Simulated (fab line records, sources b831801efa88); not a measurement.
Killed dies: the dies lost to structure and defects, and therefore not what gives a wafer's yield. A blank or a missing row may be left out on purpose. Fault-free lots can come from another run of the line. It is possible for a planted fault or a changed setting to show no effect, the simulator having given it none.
fab line records | flow sky130
record lots=4 wafers=12 last-day=48
route steps=708 shown VIA1@474 METAL2@483 VIA2@507 PAD_OPEN@708
lots untouched by any fault: they come from a run of this same line in which no faults occurred
start-h: the number of hours between the record's first day and the start of the first shown wafer of the lot | wait-h: hours elapsed since this lot's preceding step | " as in the row above | L1.1+2: a row that stands for several wafers | - either no value or no given start | * or withheld: withheld | < > ~ a bound
route shown NAME@n: a module of which the file shows steps, and the number in the route of the first | usual: mean/standard deviation of fault-free wafers | same: alike in all rows | chamber/n: place in a boat | sites: per-site readings | _std_site: standard deviation of those values | _edge_site: the outer-site mean with the inner-site mean subtracted | radius-mm: for every site, how far away it sits from the centre of the wafer | mask NAME#n: copy n | behind: the most recent tool/chamber to have shaped the wafer | hold: cause of the lot's hold/its duration in hours/its outcome | device: transistor that didn't switch, given as n, p or np | end of line: the same wafers' tests at the end of the route | where a step has no rows: the recipe by itself | killed: not the wafer's yield, but the dies lost to structure and defects at the first sort | map: a wafer's dies, marking killed ones x, the rest . and places with no die _
set.NAME: the run value of the setting; set.NAME@STEP: its run value at that earlier step | model.NAME: the simulator's own value behind a step, which no gauge read
lots at some steps of the route; a table a step, a row a wafer
services: from which hour (start-h, from the record's first day; less than 0 if before it) a tool's chamber was out of use, for how many hours, and why
## steps
# step SKY_VIA1_STRIP_16
# recipe chemistry=O2/N2 power-w=1400 pressure-mtorr=1500 platen-temp-c=withheld o2-flow-sccm=3000 n2-flow-sccm=300 overash-fraction=0.5
# step SKY_VIA1_STRIP_17
# recipe chemistry=post-etch-residue-remover time-s=1200 temp-c=72.5
# step SKY_VIA1_CLEAN_18
# recipe chemistry=IPA time-s=180 temp-c=25
# step SKY_VIA1_CLEAN_19
# recipe chemistry=O3/DIW dry=n2-spin
# step SKY_VIA1_SPUTTER_20
# recipe material=TiN target-thk-nm=20 chamber-pressure-pa=5 power-w=4000 time-s=80
# step SKY_VIA1_CVD_21
# recipe material=W target-thk-nm=270 time-s=80.902 temp-c=400 pressure-torr=40
# step SKY_VIA1_CMP_24
# recipe stop-on=SiO2 t-overpolish-s=15 down-force-psi=3.5 platen-rpm=60 target-thk-nm=0 pad-velocity-m-s=0.94248
# step SKY_METAL2_SPUTTER_00
# recipe material=Ti target-thk-nm=15 power-w=3000 time-s=10 chamber-pressure-pa=0.4
# step SKY_METAL2_SPUTTER_01
# recipe material=TiN target-thk-nm=20 power-w=6500 time-s=17.19 chamber-pressure-pa=0.4
# step SKY_METAL2_SPUTTER_02
# recipe material=AlCu target-thk-nm=250 power-w=10600 time-s=13.3 chamber-pressure-pa=0.4
# step SKY_METAL2_SPUTTER_03
# recipe material=Ti target-thk-nm=5 power-w=3000 time-s=3.3 chamber-pressure-pa=0.4
# usual cathode-dc-power-W=3000.0/0.53 throttle-valve-pct=30.0/1.4
# columns lot.wafer tool chamber start-h wait-h cathode-dc-power-W throttle-valve-pct
L907.1 pvd-sputter-03 - 784.93 0.0 3000.5 29.8
L907.3 " - " " 2998.9 28.2
L907.4 " - " " 3000.5 32.3
L913.3 pvd-sputter-01 - 846.94 0.0 3001.4 30.2
L913.4 " - " " 3000.8 30.0
L913.6 " - " " 2999.8 31.6
L918.2 pvd-sputter-01 - 873.22 0.0 2999.8 29.9
L918.4 " - " " 3000.2 30.0
L918.6 " - " " 2999.7 31.6
L922.1 pvd-sputter-01 - 911.59 0.0 3000.6 30.2
L922.2 " - " " 2999.3 30.4
L922.4 " - " " 3000.6 31.6
# step SKY_METAL2_SPUTTER_04
# recipe material=TiN target-thk-nm=70 power-w=6500 time-s=58.3 chamber-pressure-pa=0.4
# step SKY_METAL2_DEHYDRATE_07
# recipe temp-c=200 time-s=60
# step SKY_METAL2_HMDS_08
# recipe prime-time-s=60 prime-temp-c=120
# step SKY_METAL2_COAT_09
# recipe resist=BARC temp-c=withheld time-s=withheld spin-rpm=3000 resist-thk-nm=60
# step SKY_METAL2_COAT_10
# recipe resist=KrF-thick spin-rpm=3000 resist-thk-nm=450
# step SKY_METAL2_SOFTBAKE_11
# recipe temp-c=100 time-s=90 resist=KrF-thick
# step SKY_METAL2_EXPOSE_12
# recipe mask-id=MM2 na=0.8 source-shape=annular sigma-inner=0.55 sigma-outer=0.85 target-cd-nm=140 dose-mj=28
# step SKY_METAL2_PEB_13
# recipe peb-temp-c=withheld peb-time-s=withheld resist=KrF-thick
# step SKY_METAL2_DEVELOP_14
# recipe develop-time-s=60 resist=KrF-thick dev-temp-c=21
# step SKY_METAL2_DESCUM_17
# recipe chemistry=O2 source-power-w=150 bias-power-w=0 pressure-mtorr=10 temp-c=40 time-s=8
# step SKY_METAL2_ETCH_18
# recipe chemistry=N2/H2 target=BARC ion-energy-ev=200 bias-w=100 pressure-mtorr=30 n2-flow-sccm=100 h2-flow-sccm=200 icp-w=500 stop-on=SiO2 time-s=45.9 target-depth-a=600
# step SKY_METAL2_METAL_ETCH_19
# recipe target-depth-a=3600 stop-on=SiO2 over-etch-frac=0.3 time-s=78 chemistry=Cl2/BCl3 resist-sidewall-deg=88 pressure-mtorr=10 icp-w=900 bias-w=48.5 Cl2_flow_sccm=60 bcl3-flow-sccm=30
# step SKY_METAL2_STRIP_20
# recipe chemistry=O2/N2 power-w=1400 pressure-mtorr=1500 platen-temp-c=withheld o2-flow-sccm=3000 n2-flow-sccm=300 overash-fraction=0.5
# step SKY_METAL2_STRIP_21
# recipe chemistry=post-etch-residue-remover time-s=1200 temp-c=72.5
# step SKY_METAL2_CLEAN_22
# recipe chemistry=IPA time-s=180 temp-c=25
# step SKY_METAL2_CLEAN_23
# recipe chemistry=O3/DIW dry=n2-spin
# step SKY_VIA2_HDPCVD_00
# recipe material=SiO2 target-thk-nm=1180 sigma-open-frac=0.3 time-s=196.7 temp-c=400 sih4-flow-sccm=60 pressure-mtorr=6
# step SKY_VIA2_CMP_02
# recipe material=SiO2 down-force-psi=4 platen-rpm=60 pad-velocity-m-s=0.94248
# step SKY_VIA2_DEHYDRATE_04
# recipe temp-c=200 time-s=60
# step SKY_VIA2_HMDS_05
# recipe prime-time-s=60 prime-temp-c=120
# step SKY_VIA2_COAT_06
# recipe resist=BARC temp-c=withheld time-s=withheld spin-rpm=3000 resist-thk-nm=60
# step SKY_VIA2_COAT_07
# recipe resist=KrF-thick spin-rpm=3000 resist-thk-nm=450
# step SKY_VIA2_SOFTBAKE_08
# recipe temp-c=100 time-s=90 resist=KrF-thick
# step SKY_PAD_OPEN_PROBE_99
# usual defect-limited-yield=82.6/2 killed_at_M0_to_M3=43/7.3 killed_at_M4_up=3.1/1.7 killed-at-contacts=24/4.7 killed-at-front-end=15/4.6 killed-at-other=0.3/0.55 killed-dies=86/9.7 killed-open=47/6.7 killed-short=39/6.5 sort_bin_3_pad_short=0.9/0.41 sort_bin_5_function=10.3/1.5 sort_bin_6_memory=6.2/1.1 sort-n-pass=406/9.7 sort-yield-pct=82.6/2
# same gross-dies=492 killed-at-back-side=0 sort_bin_4_leakage[%]=0 sort_bin_8_speed[%]=0
# columns lot.wafer tool chamber start-h wait-h hold defect-limited-yield[%] killed_at_M0_to_M3 killed_at_M4_up killed-at-contacts killed-at-front-end killed-at-other killed-dies killed-open killed-short sort_bin_3_pad_short[%] sort_bin_5_function[%] sort_bin_6_memory[%] sort-n-pass sort-yield-pct[%] model.etest.tester.sort-n-pass model.etest.tester.sort-yield-pct model.etest.tester.sort_bin_5_pct model.etest.tester.sort_bin_3_pct
L907.1 prober-01 - 1064.06 0.1 - 83.3 44 1 17 19 1 82 52 30 1.2 10.2 5.3 410 83.3 410 83.33 10.16 1.22
L907.3 prober-01 - 1064.16 0.2 - 81.7 50 2 24 14 0 90 44 46 1.2 10.4 6.7 402 81.7 402 81.71 10.37 1.22
L907.4 prober-01 - 1064.21 0.2 - 82.7 45 2 24 14 0 85 53 32 0.6 11.4 5.3 407 82.7 407 82.72 11.38 0.6098
L913.3 prober-02 - 1112.12 0.2 - 83.9 29 8 24 18 0 79 38 41 0.6 9.6 5.9 413 83.9 413 83.94 9.553 0.6098
L913.4 prober-02 - 1112.17 0.2 - 85.6 39 4 17 11 0 71 37 34 1.2 9.3 3.9 421 85.6 421 85.57 9.35 1.22
L913.6 prober-02 - 1112.27 0.2 - 82.9 49 4 16 14 1 84 41 43 0.6 9.1 7.3 408 82.9 408 82.93 9.146 0.6098
L918.2 prober-02 - 1133.16 0.1 await-dispo/2.3h/release 83.5 39 3 20 19 0 81 48 33 0 9.6 6.9 411 83.5 411 83.54 9.553 0
L918.4 prober-02 - 1133.26 0.2 await-dispo/2.3h/release 75.2 95 2 14 11 0 122 42 27 3.9 13.0 7.9 370 75.2 370 75.2 13.01 3.862
L918.6 prober-02 - 1133.36 0.2 await-dispo/2.3h/release 81.3 53 1 22 16 0 92 51 41 1.4 12.4 4.9 400 81.3 400 81.3 12.4 1.423
L922.1 prober-01 - 1160.34 0.1 await-dispo/4.0h/release 75.8 79 3 24 13 0 119 42 33 2.0 16.1 6.1 373 75.8 373 75.81 16.06 2.033
L922.2 prober-01 - 1160.39 0.1 await-dispo/4.0h/release 83.7 40 5 24 11 0 80 39 41 1.6 10.2 4.5 412 83.7 412 83.74 10.16 1.626
L922.4 prober-01 - 1160.49 0.2 await-dispo/4.0h/release 84.1 51 3 16 8 0 78 40 38 0.8 10.0 5.1 414 84.1 414 84.15 9.959 0.813
# killed by level:class
L907.1 VIA1:geometric-particle:open=13 CONTACT:geometric-particle:open=10 FIELD_ISO:geometric-particle:open=7 VIA3:geometric-particle:open=6 METAL2:geometric-particle:short=5 VIA2:geometric-particle:open=5 FIELD_ISO:geometric-particle:short=4 POLY_CUT:geometric-particle:short=3
L907.3 CONTACT:geometric-particle:open=9 VIA3:geometric-particle:open=8 POLY_GATE:geometric-particle:short=7 LI_CONTACT:geometric-particle:open=7 VIA2:geometric-particle:open=6 METAL2:geometric-particle:short=6 METAL3:geometric-particle:short=6 VIA1:geometric-particle:open=5
L907.4 VIA1:geometric-particle:open=14 CONTACT:geometric-particle:open=8 VIA2:geometric-particle:open=8 LI_CONTACT:geometric-particle:open=6 CONTACT:geometric-particle:short=6 METAL2:geometric-particle:short=6 VIA3:geometric-particle:open=6 FIELD_ISO:geometric-particle:short=3
L913.3 LI_CONTACT:geometric-particle:open=9 METAL4:geometric-particle:short=8 CONTACT:geometric-particle:short=6 CONTACT:geometric-particle:open=6 FIELD_ISO:geometric-particle:open=4 POLY_GATE:geometric-particle:open=4 POLY_GATE:geometric-particle:short=4 VIA1:geometric-particle:open=4
L913.4 VIA1:geometric-particle:open=10 METAL1:geometric-particle:short=6 VIA3:geometric-particle:open=5 CONTACT:geometric-particle:open=5 POLY_GATE:geometric-particle:open=4 METAL3:geometric-particle:short=4 FIELD_ISO:geometric-particle:short=3 VIA1:geometric-particle:short=3
L913.6 METAL1:geometric-particle:short=9 VIA3:geometric-particle:open=8 VIA2:geometric-particle:open=7 FIELD_ISO:geometric-particle:open=6 CONTACT:geometric-particle:open=6 VIA1:geometric-particle:open=6 METAL3:geometric-particle:short=5 METAL2:geometric-particle:short=5
L918.2 CONTACT:geometric-particle:open=10 FIELD_ISO:geometric-particle:open=9 VIA1:geometric-particle:open=8 METAL1:geometric-particle:short=6 VIA2:geometric-particle:short=5 LI_CONTACT:geometric-particle:open=4 VIA1:geometric-particle:short=4 VIA3:geometric-particle:open=4
L918.4 METAL2:unspecified=53 VIA1:geometric-particle:open=9 VIA2:geometric-particle:open=7 VIA3:geometric-particle:open=6 CONTACT:geometric-particle:short=4 CONTACT:geometric-particle:open=4 VIA1:geometric-particle:short=4 METAL3:geometric-particle:short=4
L918.6 VIA1:geometric-particle:open=12 LI_CONTACT:geometric-particle:open=8 VIA1:geometric-particle:short=8 METAL1:geometric-particle:short=7 CONTACT:geometric-particle:open=7 VIA2:geometric-particle:short=7 VIA3:geometric-particle:open=7 VIA2:geometric-particle:open=6
L922.1 METAL2:unspecified=44 CONTACT:geometric-particle:open=8 CONTACT:geometric-particle:short=8 VIA3:geometric-particle:open=7 LI_CONTACT:geometric-particle:open=6 VIA2:geometric-particle:open=6 POLY_GATE:geometric-particle:open=5 VIA1:geometric-particle:open=5
L922.2 LI_CONTACT:geometric-particle:open=10 VIA1:geometric-particle:short=9 CONTACT:geometric-particle:short=6 METAL1:geometric-particle:short=6 VIA2:geometric-particle:open=6 VIA1:geometric-particle:open=4 METAL2:geometric-particle:short=4 FIELD_ISO:geometric-particle:open=3
L922.4 VIA1:geometric-particle:open=12 VIA3:geometric-particle:open=8 METAL1:geometric-particle:short=8 VIA1:geometric-particle:short=5 LI_CONTACT:geometric-particle:open=4 CONTACT:geometric-particle:short=4 CONTACT:geometric-particle:open=4 METAL1:geometric-particle:open=4
# map L918.4 (x killed, . not)
__________.........x_________
________..x........x.x_______
______.........x...x...._____
_____..x....x...x........____
____........x.x...x.......___
___x.x...x..............x.x__
__..........x.....x...x.x..._
_xx.....x...........x..x...x.
_....x....x..........x.......
_...x.........x..............
_....x........x..x...........
_x.x...x..............x......
_...x.x.x.................x..
_....xxxxxxxxx....x..xxx.....
_....xxxxxxxxx..x.....x.....x
__x..xxxxxxxxx...x.........._
___xxxxxxxxxxxx............__
____xxxxxxxxxx.x........x.___
_____..xxxxxx.......x....____
______.xxxx.x....x.....x_____
________..xx.x........_______
__________........xx_________
# map L922.1 (x killed, . not)
__________x..x......_________
________x....xx...xx.._______
______.........x........_____
_____.........x..x.......____
____.x.......x.x...x.x..x.___
___......x....x............__
__.x..........x............x_
_.x...........xx...x.........
_..x.....x.......x...........
_......x.........x...x.x.....
_.....xx.x.....x....x........
_......xx...x....x......x..x.
_....x..x....xx..x.x.........
_x....xxxxxx....x......x.....
_...xxxxxxxxx...x......x.x...
__x.x.xxxxxxx.x........x.x.._
___..xxxxxxxxx.....x.x..x..__
____xxxxxxxxx....x.....x..___
_____..xxxxx.x.......x...____
______.......x..x......._____
________.x..........x._______
__________...x.x..x._________
## services
# columns tool chamber start-h hours kind
pvd-sputter-01 - 850.27 3.7 repair
pvd-sputter-03 1 866.55 - consumable-replace:kit
pvd-sputter-03 1 866.55 18.0 scheduled-down
pvd-sputter-03 1 866.55 18.0 vent-cycle
pvd-sputter-01 - 903.36 0.8 repair
## key
first-sign step=SKY_PAD_OPEN_PROBE_99 reading=killed_at_M0_to_M3 direction=up sigmas=6.1 usual=43 struck=87
effect step=SKY_PAD_OPEN_PROBE_99 reading=sort_bin_3_pad_short direction=up sigmas=5 usual=0.9 struck=2.9
model-effect step=SKY_PAD_OPEN_PROBE_99 value=etest.tester.sort-n-pass without=415 struck=371.5
met-at SKY_METAL2_SPUTTER_03
struck-wafers L918.4,L922.1
onset-between 846.94 873.22
fault kind=chamber-particle-source tool=pvd-sputter-01 chamber=- onset-h=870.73 steps=SKY_METAL2_SPUTTER_03 rate-per-visit-cm2=0.83869 end-h=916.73 scope=struck-wafers-only
